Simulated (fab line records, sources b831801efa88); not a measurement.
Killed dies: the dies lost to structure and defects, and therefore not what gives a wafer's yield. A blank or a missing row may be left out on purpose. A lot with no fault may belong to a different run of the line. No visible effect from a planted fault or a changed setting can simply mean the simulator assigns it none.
Which tool is to blame? || flow gf180mcu || 13 lots, 38 wafers sampled, at 5 steps of a route of 602

## WHAT EACH GAUGE READ, for each wafer
GF_M3_CD_MEAS_14: the cd target is 280 nm. Usual: 279.6 nm for cd nm, sd 1.3.
{"lot": "L182", "measured": "day 21 13:08", "on": "cd sem-02", "cd nm (nm)": "280.6 279.9 278.7", "flag": ""}
{"lot": "L183", "measured": "day 21 15:10", "on": "cd sem-01", "cd nm (nm)": "280.5 281.2 279.8", "flag": ""}
{"lot": "L184", "measured": "day 21 23:53", "on": "cd sem-01", "cd nm (nm)": "278.4 278.4 278.7", "flag": ""}
{"lot": "L186", "measured": "day 22 18:37", "on": "cd sem-02", "cd nm (nm)": "279.1 279.7 279.7", "flag": ""}
{"lot": "L189", "measured": "day 23 18:37", "on": "cd sem-01", "cd nm (nm)": "281.0 280.2 281.5", "flag": ""}
{"lot": "L192", "measured": "day 24 20:53", "on": "cd sem-01", "cd nm (nm)": "278.4 280.4", "flag": ""}
{"lot": "L193", "measured": "day 25 06:47", "on": "cd sem-02", "cd nm (nm)": "281.8 280.4 280.6", "flag": ""}
{"lot": "L195", "measured": "day 25 18:13", "on": "cd sem-02", "cd nm (nm)": "280.7 279.4 280.8", "flag": ""}
{"lot": "L198", "measured": "day 26 14:59", "on": "cd sem-02", "cd nm (nm)": "279.1 279.3 279.1", "flag": ""}
{"lot": "L199", "measured": "day 26 22:59", "on": "cd sem-02", "cd nm (nm)": "279.4 280.3 280.0", "flag": ""}
{"lot": "L200", "measured": "day 27 09:20", "on": "cd sem-01", "cd nm (nm)": "280.8 280.3 280.3", "flag": ""}
{"lot": "L201", "measured": "day 27 17:11", "on": "cd sem-01", "cd nm (nm)": "278.0 278.1 278.9", "flag": ""}
{"lot": "L205", "measured": "day 29 02:32", "on": "cd sem-01", "cd nm (nm)": "281.1 281.2 281.1", "flag": ""}

GF_M4_THK_MEAS_06: measures by xrf. Usual: M4_ALCU_THK 451 nm, standard deviation 4.7.
{"lot": "L182", "measured": "day 22 15:52", "on": "film metro-04", "M4_ALCU_THK (nm)": "452 450 448", "flag": ""}
{"lot": "L183", "measured": "day 22 17:50", "on": "film metro-04", "M4_ALCU_THK (nm)": "459 449 457", "flag": ""}
{"lot": "L184", "measured": "day 23 02:47", "on": "film metro-04", "M4_ALCU_THK (nm)": "455 451 454", "flag": ""}
{"lot": "L186", "measured": "day 23 20:29", "on": "film metro-01", "M4_ALCU_THK (nm)": "456 455 456", "flag": ""}
{"lot": "L189", "measured": "day 24 19:47", "on": "film metro-01", "M4_ALCU_THK (nm)": "461 448 455", "flag": ""}
{"lot": "L192", "measured": "day 25 22:04", "on": "film metro-04", "M4_ALCU_THK (nm)": "434 428", "flag": "OFF"}
{"lot": "L193", "measured": "day 26 07:06", "on": "film metro-02", "M4_ALCU_THK (nm)": "426 434 432", "flag": "OFF"}
{"lot": "L195", "measured": "day 26 17:31", "on": "film metro-04", "M4_ALCU_THK (nm)": "456 453 460", "flag": ""}
{"lot": "L198", "measured": "day 27 14:28", "on": "film metro-04", "M4_ALCU_THK (nm)": "443 451 447", "flag": ""}
{"lot": "L199", "measured": "day 27 21:54", "on": "film metro-04", "M4_ALCU_THK (nm)": "447 455 450", "flag": ""}
{"lot": "L200", "measured": "day 28 08:51", "on": "film metro-04", "M4_ALCU_THK (nm)": "457 454 453", "flag": ""}
{"lot": "L201", "measured": "day 28 16:19", "on": "film metro-01", "M4_ALCU_THK (nm)": "452 451 452", "flag": ""}
{"lot": "L205", "measured": "day 30 01:02", "on": "film metro-01", "M4_ALCU_THK (nm)": "450 450 452", "flag": ""}

GF_M4_CD_MEAS_14: the cd target is 280 nm. Usual: 279.9 nm for cd nm, sd 1.3.
{"lot": "L182", "measured": "day 23 14:44", "on": "cd sem-01", "cd nm (nm)": "279.5 280.0 280.0", "flag": ""}
{"lot": "L183", "measured": "day 23 16:58", "on": "cd sem-01", "cd nm (nm)": "281.8 282.7 281.7", "flag": ""}
{"lot": "L184", "measured": "day 24 01:02", "on": "cd sem-02", "cd nm (nm)": "280.6 281.3 280.8", "flag": ""}
{"lot": "L186", "measured": "day 24 18:35", "on": "cd sem-02", "cd nm (nm)": "280.5 279.3 279.7", "flag": ""}
{"lot": "L189", "measured": "day 25 16:53", "on": "cd sem-01", "cd nm (nm)": "280.3 278.7 279.2", "flag": ""}
{"lot": "L192", "measured": "day 26 18:29", "on": "cd sem-02", "cd nm (nm)": "279.6 279.9", "flag": ""}
{"lot": "L193", "measured": "day 27 03:43", "on": "cd sem-02", "cd nm (nm)": "280.0 279.9 280.2", "flag": ""}
{"lot": "L195", "measured": "day 27 13:17", "on": "cd sem-02", "cd nm (nm)": "278.4 280.5 280.1", "flag": ""}
{"lot": "L198", "measured": "day 28 10:14", "on": "cd sem-02", "cd nm (nm)": "279.6 281.0 281.0", "flag": ""}
{"lot": "L199", "measured": "day 28 17:12", "on": "cd sem-01", "cd nm (nm)": "278.8 278.6 279.5", "flag": ""}
{"lot": "L200", "measured": "day 29 04:02", "on": "cd sem-02", "cd nm (nm)": "277.7 279.4 279.1", "flag": ""}
{"lot": "L201", "measured": "day 29 11:26", "on": "cd sem-02", "cd nm (nm)": "279.0 278.5 278.4", "flag": ""}
{"lot": "L205", "measured": "day 30 19:25", "on": "cd sem-02", "cd nm (nm)": "278.1 279.1 279.2", "flag": ""}

## WHICH TOOL RAN EACH LOT (tool, then ch and the chambers of the sampled wafers, then the start)
{"lot": "L182", "GF_V3_ETCH_16": "rie diel-01 ch 1,2,3, day 22 14:09", "GF_M4_SPUTTER_04": "pvd sputter-03, day 22 15:41"}
{"lot": "L183", "GF_V3_ETCH_16": "rie diel-01 ch 2,3, day 22 15:59", "GF_M4_SPUTTER_04": "pvd sputter-04, day 22 17:39"}
{"lot": "L184", "GF_V3_ETCH_16": "rie diel-01 ch 0,2,3, day 23 01:05", "GF_M4_SPUTTER_04": "pvd sputter-04, day 23 02:38"}
{"lot": "L186", "GF_V3_ETCH_16": "rie diel-02 ch 0,1,3, day 23 18:41", "GF_M4_SPUTTER_04": "pvd sputter-04, day 23 20:19"}
{"lot": "L189", "GF_V3_ETCH_16": "rie diel-01 ch 0,1,2, day 24 18:05", "GF_M4_SPUTTER_04": "pvd sputter-04, day 24 19:37"}
{"lot": "L192", "GF_V3_ETCH_16": "rie diel-02 ch 0,1, day 25 20:21", "GF_M4_SPUTTER_04": "pvd sputter-04, day 25 21:53"}
{"lot": "L193", "GF_V3_ETCH_16": "rie diel-01 ch 1,2,3, day 26 05:23", "GF_M4_SPUTTER_04": "pvd sputter-04, day 26 06:55"}
{"lot": "L195", "GF_V3_ETCH_16": "rie diel-04 ch 0,1,3, day 26 15:47", "GF_M4_SPUTTER_04": "pvd sputter-03, day 26 17:20"}
{"lot": "L198", "GF_V3_ETCH_16": "rie diel-04 ch 0,1, day 27 12:32", "GF_M4_SPUTTER_04": "pvd sputter-02, day 27 14:15"}
{"lot": "L199", "GF_V3_ETCH_16": "rie diel-02 ch 0,2,3, day 27 20:12", "GF_M4_SPUTTER_04": "pvd sputter-03, day 27 21:44"}
{"lot": "L200", "GF_V3_ETCH_16": "rie diel-04 ch 0,1,3, day 28 07:09", "GF_M4_SPUTTER_04": "pvd sputter-02, day 28 08:41"}
{"lot": "L201", "GF_V3_ETCH_16": "rie diel-02 ch 0,1,3, day 28 14:34", "GF_M4_SPUTTER_04": "pvd sputter-03, day 28 16:08"}
{"lot": "L205", "GF_V3_ETCH_16": "rie diel-02 ch 1,2,3, day 29 23:21", "GF_M4_SPUTTER_04": "pvd sputter-03, day 30 00:53"}
- GF_V3_ETCH_16: etches BARC in N2/H2.
- GF_M4_SPUTTER_04: material TiN, target thk 50 nm, time 41.7 s.

## AS READ BY THE TOOLS THEMSELVES (means over the sampled wafers that have a number; for cases with no such wafer, the mark the record gives instead)
GF_V3_ETCH_16. Usual: drypump motor current A 5.8 A, standard deviation 0.35; oes product au 0.854 a.u., standard deviation 0.0048; throttle valve pct 13.223 %, standard deviation 0.0084.
{"lot": "L182", "tool": "rie diel-01", "drypump motor current A (A)": 5.6, "oes product au (a.u.)": 0.854, "throttle valve pct (%)": 13.221, "flag": ""}
{"lot": "L183", "tool": "rie diel-01", "drypump motor current A (A)": 5.7, "oes product au (a.u.)": 0.851, "throttle valve pct (%)": 13.228, "flag": ""}
{"lot": "L184", "tool": "rie diel-01", "drypump motor current A (A)": 5.4, "oes product au (a.u.)": 0.858, "throttle valve pct (%)": 13.226, "flag": ""}
{"lot": "L186", "tool": "rie diel-02", "drypump motor current A (A)": 5.9, "oes product au (a.u.)": 0.857, "throttle valve pct (%)": 13.222, "flag": ""}
{"lot": "L189", "tool": "rie diel-01", "drypump motor current A (A)": 5.5, "oes product au (a.u.)": 0.855, "throttle valve pct (%)": 13.218, "flag": ""}
{"lot": "L192", "tool": "rie diel-02", "drypump motor current A (A)": 5.8, "oes product au (a.u.)": 0.854, "throttle valve pct (%)": 13.215, "flag": ""}
{"lot": "L193", "tool": "rie diel-01", "drypump motor current A (A)": 5.6, "oes product au (a.u.)": 0.858, "throttle valve pct (%)": 13.230, "flag": ""}
{"lot": "L195", "tool": "rie diel-04", "drypump motor current A (A)": 5.8, "oes product au (a.u.)": 0.861, "throttle valve pct (%)": 13.224, "flag": ""}
{"lot": "L198", "tool": "rie diel-04", "drypump motor current A (A)": 5.6, "oes product au (a.u.)": 0.855, "throttle valve pct (%)": 13.227, "flag": ""}
{"lot": "L199", "tool": "rie diel-02", "drypump motor current A (A)": 5.9, "oes product au (a.u.)": 0.849, "throttle valve pct (%)": 13.218, "flag": ""}
{"lot": "L200", "tool": "rie diel-04", "drypump motor current A (A)": 5.8, "oes product au (a.u.)": 0.849, "throttle valve pct (%)": 13.223, "flag": ""}
{"lot": "L201", "tool": "rie diel-02", "drypump motor current A (A)": 5.9, "oes product au (a.u.)": 0.853, "throttle valve pct (%)": 13.224, "flag": ""}
{"lot": "L205", "tool": "rie diel-02", "drypump motor current A (A)": 5.9, "oes product au (a.u.)": 0.854, "throttle valve pct (%)": 13.223, "flag": ""}

GF_M4_SPUTTER_04. Usual: 30.1 % for throttle valve pct, sd 1.1.
{"lot": "L182", "tool": "pvd sputter-03", "throttle valve pct (%)": 30.5, "flag": ""}
{"lot": "L183", "tool": "pvd sputter-04", "throttle valve pct (%)": 30.0, "flag": ""}
{"lot": "L184", "tool": "pvd sputter-04", "throttle valve pct (%)": 29.8, "flag": ""}
{"lot": "L186", "tool": "pvd sputter-04", "throttle valve pct (%)": 29.7, "flag": ""}
{"lot": "L189", "tool": "pvd sputter-04", "throttle valve pct (%)": 30.1, "flag": ""}
{"lot": "L192", "tool": "pvd sputter-04", "throttle valve pct (%)": 30.1, "flag": ""}
{"lot": "L193", "tool": "pvd sputter-04", "throttle valve pct (%)": 30.6, "flag": ""}
{"lot": "L195", "tool": "pvd sputter-03", "throttle valve pct (%)": 29.7, "flag": ""}
{"lot": "L198", "tool": "pvd sputter-02", "throttle valve pct (%)": 29.4, "flag": ""}
{"lot": "L199", "tool": "pvd sputter-03", "throttle valve pct (%)": 31.2, "flag": ""}
{"lot": "L200", "tool": "pvd sputter-02", "throttle valve pct (%)": 28.6, "flag": ""}
{"lot": "L201", "tool": "pvd sputter-03", "throttle valve pct (%)": 30.6, "flag": ""}
{"lot": "L205", "tool": "pvd sputter-03", "throttle valve pct (%)": 29.8, "flag": ""}

## THE ANSWER, worked out from the rows above alone
Rule: a lot counts as off when the mean over its wafers that have a number is more than 3 standard deviations away from the usual mean. A lot without any number at a reading at which 4 lots or more have one is off too. The other lots that the step has rows for count as sound. Order of review: gauges by route order, followed by the tools' own readings, for which a lot's mean as printed above is used. The first step at which some lot is off is used, and at that step the reading that is off furthest; a lot without a number counts as furthest.
Off: at GF_M4_THK_MEAS_06 (M4_ALCU_THK), L192, L193.
A tool fits if, at a process step before that reading, it ran every lot that is off, and no sound lot after the first of them. Those tools and the gauges at GF_M4_THK_MEAS_06 are tried in the same way. One candidate fits, namely pvd sputter-04 at GF_M4_SPUTTER_04. A fault onset in the window from L189 (day 24 19:37, its last sound lot) to L192 (day 25 21:53, its first lot off) fits.

## WHAT HAD BEEN PUT IN BY THE SIMULATOR
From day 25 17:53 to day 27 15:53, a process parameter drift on pvd sputter-04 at GF_M4_SPUTTER_04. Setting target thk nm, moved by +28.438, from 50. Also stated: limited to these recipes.
Lots struck among those shown: L192, L193. Same finding as the rule above.
